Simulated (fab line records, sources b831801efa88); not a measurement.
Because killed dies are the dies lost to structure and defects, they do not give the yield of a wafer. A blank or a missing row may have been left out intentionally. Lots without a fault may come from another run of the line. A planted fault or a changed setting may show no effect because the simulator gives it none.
Which tool was responsible? | flow gf180mcu | 24 lots with 72 wafers sampled at 6 steps, on a route of 602 steps

## WHAT THE GAUGES READ, wafer by wafer
GF_V2_THK_MEAS_03.
lot  | measured     | on            | V2_CVD_02_THK (nm)
L074 | day 19 04:16 | film-metro-03 | 843 840 848
L075 | day 19 12:54 | film-metro-01 | 824 845 852
L076 | day 19 23:42 | film-metro-04 | 838 847 843
L077 | day 20 08:47 | film-metro-03 | 845 868 865
L078 | day 20 19:40 | film-metro-04 | 860 848 865
L079 | day 21 02:37 | film-metro-04 | 861 851 846
L080 | day 21 14:37 | film-metro-01 | 846 840 861
L081 | day 22 01:25 | film-metro-03 | 833 839 856
L082 | day 22 10:11 | film-metro-01 | 838 843 864
L083 | day 22 21:59 | film-metro-04 | 845 861 870
L084 | day 23 00:58 | film-metro-01 | 854 845 857
L085 | day 23 16:22 | film-metro-01 | 850 860 864
L086 | day 24 01:49 | film-metro-04 | 857 866 878
L087 | day 24 07:10 | film-metro-03 | 851 871 851
L088 | day 24 12:01 | film-metro-03 | 839 878 863
L089 | day 24 21:35 | film-metro-04 | 866 851 855
L090 | day 25 04:19 | film-metro-03 | 845 853 857
L091 | day 25 11:02 | film-metro-04 | 837 842 852
L092 | day 25 19:13 | film-metro-03 | 857 874 862
L093 | day 26 02:02 | film-metro-03 | 849 851 841
L094 | day 26 11:00 | film-metro-04 | 849 850 855
L095 | day 26 16:55 | film-metro-03 | 846 849 843
L096 | day 26 22:44 | film-metro-04 | 839 863 861
L097 | day 27 09:49 | film-metro-04 | 846 844 858

GF_V3_OVL_MEAS_15.
lot  | measured     | on         | V3_OVL (nm)
L074 | day 22 07:29 | overlay-02 | -6 -5 3
L075 | day 22 17:03 | overlay-01 | 3 -1 8
L076 | day 23 02:39 | overlay-02 | -1 -3 2
L077 | day 23 11:38 | overlay-02 | -7 -12 -11
L078 | day 23 21:25 | overlay-02 | 2 10 2
L079 | day 24 03:34 | overlay-02 | 4 -5 -1
L080 | day 24 14:14 | overlay-02 | -10 -10 -8
L081 | day 25 01:40 | overlay-02 | 0 4 -1
L082 | day 25 09:02 | overlay-01 | 1 -6 -10
L083 | day 25 19:49 | overlay-01 | 8 9 13
L084 | day 25 20:46 | overlay-01 | 0 -1 4
L085 | day 26 12:23 | overlay-01 | -4 -3 -1
L086 | day 26 21:23 | overlay-01 | -7 -8 4
L087 | day 27 02:38 | overlay-01 | -11 2 -3
L088 | day 27 07:32 | overlay-02 | -3 -1 -2
L089 | day 27 15:44 | overlay-01 | 0 -3 3
L090 | day 27 21:44 | overlay-02 | 4 0 0
L091 | day 28 04:13 | overlay-01 | -5 -2 -1
L092 | day 28 12:02 | overlay-01 | -7 -14 -6
L093 | day 28 17:07 | overlay-01 | 7 1 -1
L094 | day 29 01:53 | overlay-02 | -2 -2 -4
L095 | day 29 05:53 | overlay-02 | 1 2 -5
L096 | day 29 12:02 | overlay-02 | -1 -1 -5
L097 | day 29 23:13 | overlay-02 | -11 -10 -18

GF_V5_CD_MEAS_14: target cd 260 nm.
lot  | measured     | on        | cd-nm (nm)
L074 | day 27 03:46 | cd-sem-01 | 261.1 261.2 261.6
L075 | day 27 11:31 | cd-sem-01 | 260.0 260.4 259.8
L076 | day 27 18:53 | cd-sem-01 | 260.1 260.2 261.6
L077 | day 28 03:28 | cd-sem-01 | 258.9 258.9 259.4
L078 | day 28 13:34 | cd-sem-01 | 258.9 259.9 259.5
L079 | day 28 16:56 | cd-sem-01 | 261.0 261.8 258.7
L080 | day 29 02:15 | cd-sem-01 | 260.3 260.7 260.1
L081 | day 29 12:46 | cd-sem-01 | 260.9 260.7 261.6
L082 | day 29 17:38 | cd-sem-01 | 259.6 259.5 261.0
L083 | day 30 04:10 | cd-sem-01 | 259.3 259.9 259.6
L084 | day 30 05:53 | cd-sem-02 | 259.2 260.5 259.0
L085 | day 30 18:52 | cd-sem-02 | 259.1 260.5 259.1
L086 | day 31 03:47 | cd-sem-01 | 260.9 261.1 261.7
L087 | day 31 07:32 | cd-sem-01 | 262.8 260.9 262.7
L088 | day 31 12:25 | cd-sem-02 | 260.0 259.6 259.4
L089 | day 31 18:46 | cd-sem-02 | 258.9 259.2 259.7
L090 | day 31 23:52 | cd-sem-01 | 257.1 257.7 258.6
L091 | day 32 05:19 | cd-sem-01 | 260.7 262.2 260.7
L092 | day 32 12:42 | cd-sem-01 | 261.2 261.3 261.1
L093 | day 32 17:23 | cd-sem-01 | 261.3 260.2 260.9
L094 | day 32 23:54 | cd-sem-02 | 261.3 260.6 260.1
L095 | day 33 03:23 | cd-sem-02 | 260.1 259.0 260.1
L096 | day 33 08:36 | cd-sem-02 | 260.9 260.1 259.9
L097 | day 33 18:22 | cd-sem-01 | 258.0 258.8 259.5

## WHICH TOOL RAN EACH LOT (tool, then ch and the chambers of the sampled wafers, then the start)
lot  | GF_V1_ETCH_17                                 | GF_M3_METAL_ETCH_16               | GF_V5_CVD_02
L074 | rie-diel-02 ch 0,1,3, day 19 04:16 or earlier | rie-metal-02 ch 0, day 21 06:19   | pecvd-04 ch 0,1, day 26 06:24
L075 | rie-diel-04 ch 0,1,2, day 19 12:54 or earlier | rie-metal-01 ch 0,1, day 21 15:44 | pecvd-04 ch 0,1, day 26 15:01
L076 | rie-diel-01 ch 1,2,3, day 19 23:42 or earlier | rie-metal-04 ch 0,1, day 22 01:37 | pecvd-01 ch 0,2, day 26 22:25
L077 | rie-diel-04 ch 0,3, day 20 08:47 or earlier   | rie-metal-02 ch 0, day 22 10:56   | pecvd-03 ch 1,2, day 27 07:42
L078 | rie-diel-04 ch 0,2,3, day 20 19:40 or earlier | rie-metal-04 ch 0,1, day 22 21:28 | pecvd-03 ch 0,1,2, day 27 16:59
L079 | rie-diel-02 ch 0,1, day 21 02:37 or earlier   | rie-metal-04 ch 0,1, day 23 03:12 | pecvd-01 ch 0,1,2, day 27 21:01
L080 | rie-diel-04 ch 0,2,3, day 21 14:37 or earlier | rie-metal-01 ch 0,1, day 23 14:49 | pecvd-03 ch 1,2, day 28 07:14
L081 | rie-diel-01 ch 1,2, day 22 01:25 or earlier   | rie-metal-02 ch 0,1, day 24 02:22 | pecvd-04 ch 0,1, day 28 17:36
L082 | rie-diel-04 ch 1,2, day 22 10:11 or earlier   | rie-metal-01 ch 0, day 24 09:43   | pecvd-03 ch 1,2, day 28 22:37
L083 | rie-diel-02 ch 0,1,2, day 22 21:59 or earlier | rie-metal-01 ch 0,1, day 24 21:04 | pecvd-03 ch 0,1, day 29 09:06
L084 | rie-diel-02 ch 2,3, day 23 00:58 or earlier   | rie-metal-02 ch 0,1, day 24 22:34 | pecvd-01 ch 1,2, day 29 09:41
L085 | rie-diel-02 ch 0,1,3, day 23 16:22 or earlier | rie-metal-02 ch 0,1, day 25 13:52 | pecvd-01 ch 0,1, day 30 00:42
L086 | rie-diel-04 ch 0,2, day 24 01:49 or earlier   | rie-metal-01 ch 0,1, day 25 23:05 | pecvd-03 ch 0,1,2, day 30 08:54
L087 | rie-diel-04 ch 0,1,2, day 24 07:10 or earlier | rie-metal-01 ch 0,1, day 26 04:17 | pecvd-04 ch 0,1,2, day 30 13:28
L088 | rie-diel-02 ch 0,3, day 24 12:01 or earlier   | rie-metal-04 ch 0,1, day 26 09:56 | pecvd-01 ch 0,2, day 30 17:50
L089 | rie-diel-02 ch 0,2,3, day 24 21:35 or earlier | rie-metal-04 ch 1, day 26 18:05   | pecvd-03 ch 0,1,2, day 31 00:38
L090 | rie-diel-02 ch 1,3, day 25 04:19 or earlier   | rie-metal-02 ch 0,1, day 27 00:47 | pecvd-01 ch 0,1, day 31 05:59
L091 | rie-diel-01 ch 0,1,3, day 25 11:02 or earlier | rie-metal-02 ch 0,1, day 27 07:02 | pecvd-01 ch 0,1,2, day 31 12:10
L092 | rie-diel-04 ch 0,3, day 25 19:13 or earlier   | rie-metal-01 ch 0,1, day 27 15:27 | pecvd-01 ch 0,2, day 31 19:56
L093 | rie-diel-01 ch 0,2,3, day 26 02:02 or earlier | rie-metal-02 ch 0,1, day 27 20:46 | pecvd-01 ch 0,1, day 31 23:41
L094 | rie-diel-01 ch 2,3, day 26 11:00 or earlier   | rie-metal-01 ch 0,1, day 28 05:31 | pecvd-01 ch 0,1,2, day 32 06:37
L095 | rie-diel-01 ch 0,2,3, day 26 16:55 or earlier | rie-metal-02 ch 0,1, day 28 10:52 | pecvd-04 ch 1,2, day 32 10:42
L096 | rie-diel-04 ch 0,2,3, day 26 22:44 or earlier | rie-metal-01 ch 0,1, day 28 16:05 | pecvd-01 ch 0,2, day 32 15:36
L097 | rie-diel-02 ch 0,3, day 27 09:49 or earlier   | rie-metal-04 ch 0, day 29 03:02   | pecvd-01 ch 1,2, day 33 02:05
- GF_V1_ETCH_17: etches SiO2 in C4F8/O2/Ar, stops on TiN, target depth 630 nm.
- GF_M3_METAL_ETCH_16: etches the open film in Cl2/BCl3, stops on SiO2, target depth 627.5 nm, time 104.6 s.
- GF_V5_CVD_02: deposits SiO2 from TEOS, target thk 1450 nm, time 163.28 s.

## AS READ BY THE TOOLS THEMSELVES (means over the sampled wafers that have a number; for cases with no such wafer, the mark the record gives instead)
GF_V1_ETCH_17.
lot  | tool        | chamber-pressure-mTorr (mTorr) | oes-product-au (a.u.) | rf-fwd-power-W (W)
L074 | rie-diel-02 | 40.01                          | 0.855                 | 1492
L075 | rie-diel-04 | 40.03                          | 0.856                 | 1496
L076 | rie-diel-01 | 39.97                          | 0.859                 | 1495
L077 | rie-diel-04 | 40.01                          | 0.854                 | 1491
L078 | rie-diel-04 | 40.02                          | 0.858                 | 1494
L079 | rie-diel-02 | 39.99                          | 0.858                 | 1488
L080 | rie-diel-04 | 39.99                          | 0.857                 | 1487
L081 | rie-diel-01 | 39.98                          | 0.855                 | 1490
L082 | rie-diel-04 | 39.99                          | 0.857                 | 1494
L083 | rie-diel-02 | 39.98                          | 0.857                 | 1494
L084 | rie-diel-02 | 40.01                          | 0.859                 | 1494
L085 | rie-diel-02 | 40.01                          | 0.853                 | 1490
L086 | rie-diel-04 | 40.00                          | 0.858                 | 1498
L087 | rie-diel-04 | 39.98                          | 0.853                 | 1492
L088 | rie-diel-02 | 39.99                          | 0.855                 | 1495
L089 | rie-diel-02 | 39.96                          | 0.856                 | 1498
L090 | rie-diel-02 | 39.99                          | 0.855                 | 1493
L091 | rie-diel-01 | 40.00                          | 0.860                 | 1490
L092 | rie-diel-04 | 40.02                          | 0.860                 | 1493
L093 | rie-diel-01 | 39.99                          | 0.858                 | 1494
L094 | rie-diel-01 | 39.98                          | 0.854                 | 1497
L095 | rie-diel-01 | 39.99                          | 0.858                 | 1493
L096 | rie-diel-04 | 40.00                          | 0.858                 | 1489
L097 | rie-diel-02 | 39.98                          | 0.855                 | 1496

GF_M3_METAL_ETCH_16.
lot  | tool         | chamber-pressure-mTorr (mTorr) | drypump-motor-current-A (A) | he-backside-leak-sccm (sccm) | mfc-cl2-sccm (sccm) | oes-product-au (a.u.) | rf-fwd-power-W (W) | throttle-valve-pct (%)
L074 | rie-metal-02 | 7.992                          | 6.4                         | 3.4                          | 80.22               | 0.979                 | 794.6              | 28.240
L075 | rie-metal-01 | 8.000                          | 6.0                         | 3.6                          | 80.23               | 0.981                 | 793.0              | 28.244
L076 | rie-metal-04 | 7.994                          | 5.9                         | 3.4                          | 79.89               | 0.966                 | 794.1              | 28.253
L077 | rie-metal-02 | 7.996                          | 6.4                         | 3.4                          | 80.01               | 0.977                 | 793.4              | 28.244
L078 | rie-metal-04 | 8.006                          | 6.1                         | 3.5                          | 80.14               | 0.974                 | 796.9              | 28.236
L079 | rie-metal-04 | 8.000                          | 5.9                         | 3.4                          | 80.07               | 0.979                 | 795.0              | 28.251
L080 | rie-metal-01 | 7.999                          | 6.0                         | 3.5                          | 79.91               | 0.979                 | 798.4              | 28.240
L081 | rie-metal-02 | 8.001                          | 6.0                         | 3.3                          | 79.88               | 0.969                 | 792.3              | 28.255
L082 | rie-metal-01 | 7.999                          | 5.7                         | 3.7                          | 80.05               | 0.973                 | 798.7              | 28.241
L083 | rie-metal-01 | 7.999                          | 5.8                         | 3.5                          | 80.06               | 0.974                 | 796.4              | 28.243
L084 | rie-metal-02 | 7.992                          | 6.0                         | 3.4                          | 79.98               | 0.973                 | 793.7              | 28.238
L085 | rie-metal-02 | 8.009                          | 5.6                         | 3.2                          | 80.03               | 0.972                 | 796.8              | 28.253
L086 | rie-metal-01 | 7.998                          | 5.9                         | 3.6                          | 80.04               | 0.967                 | 795.7              | 28.261
L087 | rie-metal-01 | 7.999                          | 5.9                         | 3.5                          | 79.99               | 0.972                 | 797.6              | 28.241
L088 | rie-metal-04 | 7.995                          | 5.9                         | 3.4                          | 79.75               | 0.970                 | 793.4              | 28.252
L089 | rie-metal-04 | 8.005                          | 6.2                         | 3.6                          | 80.11               | 0.979                 | 796.2              | 28.251
L090 | rie-metal-02 | 7.994                          | 5.6                         | 3.5                          | 80.30               | 0.975                 | 793.4              | 28.254
L091 | rie-metal-02 | 7.999                          | 5.6                         | 3.3                          | 80.09               | 0.976                 | 795.2              | 28.249
L092 | rie-metal-01 | 8.002                          | 5.8                         | 3.7                          | 80.17               | 0.970                 | 794.6              | 28.249
L093 | rie-metal-02 | 8.008                          | 5.7                         | 3.4                          | 80.01               | 0.976                 | 796.3              | 28.244
L094 | rie-metal-01 | 7.999                          | 6.0                         | 3.5                          | 80.06               | 0.972                 | 796.8              | 28.259
L095 | rie-metal-02 | 8.001                          | 5.6                         | 3.3                          | 80.23               | 0.974                 | 794.1              | 28.252
L096 | rie-metal-01 | 7.998                          | 6.0                         | 3.6                          | 79.97               | 0.981                 | 796.2              | 28.244
L097 | rie-metal-04 | 8.001                          | 5.8                         | 3.2                          | 80.02               | 0.966                 | 795.2              | 28.261

GF_V5_CVD_02.
lot  | tool     | heater-power-outer-w (W) | heater-power-w (W) | rf-fwd-power-W (W)
L074 | pecvd-04 | 415                      | 608                | 581.1
L075 | pecvd-04 | 399                      | 607                | 580.1
L076 | pecvd-01 | 382                      | 664                | 582.4
L077 | pecvd-03 | 430                      | 755                | 580.2
L078 | pecvd-03 | 349                      | 633                | 581.2
L079 | pecvd-01 | 437                      | 722                | 582.0
L080 | pecvd-03 | 462                      | 796                | 581.4
L081 | pecvd-04 | 430                      | 636                | 581.1
L082 | pecvd-03 | 470                      | 798                | 582.9
L083 | pecvd-03 | 345                      | 611                | 579.7
L084 | pecvd-01 | 395                      | 671                | 581.4
L085 | pecvd-01 | 364                      | 609                | 581.3
L086 | pecvd-03 | 432                      | 722                | 583.2
L087 | pecvd-04 | 461                      | 713                | 579.7
L088 | pecvd-01 | 487                      | 809                | 579.5
L089 | pecvd-03 | 427                      | 726                | 581.7
L090 | pecvd-01 | 368                      | 612                | 581.1
L091 | pecvd-01 | 420                      | 730                | 582.3
L092 | pecvd-01 | 401                      | 686                | 580.3
L093 | pecvd-01 | 323                      | 571                | 582.2
L094 | pecvd-01 | 414                      | 700                | 579.5
L095 | pecvd-04 | 404                      | 643                | 580.6
L096 | pecvd-01 | 416                      | 710                | 579.2
L097 | pecvd-01 | 476                      | 805                | 584.2

## THE ANSWER, worked out from the rows above alone
Rule: the usual values come from the lots themselves. Put in order of their means at a reading, lots are off if they are a third of the lots or fewer, leave a main group of 4 or more, and stand apart from it by a gap of 3 or more times the standard deviation of the main group's means; of several such gaps the widest counts. Not used: any main group whose means are identical at the precision the tables above print for the reading. Also off: a lot with no number at a reading for which 4 or more lots have one. The other lots that the step has rows for count as sound. First the gauges in route order, then the tools' own readings, where a lot's mean is used as printed above. The first step at which some lot is off is used, and at that step the reading that is off furthest; a lot without a number counts as furthest.
None of the lots is off at any reading shown; this tells nothing.

## WHAT WAS PUT IN BY THE SIMULATOR
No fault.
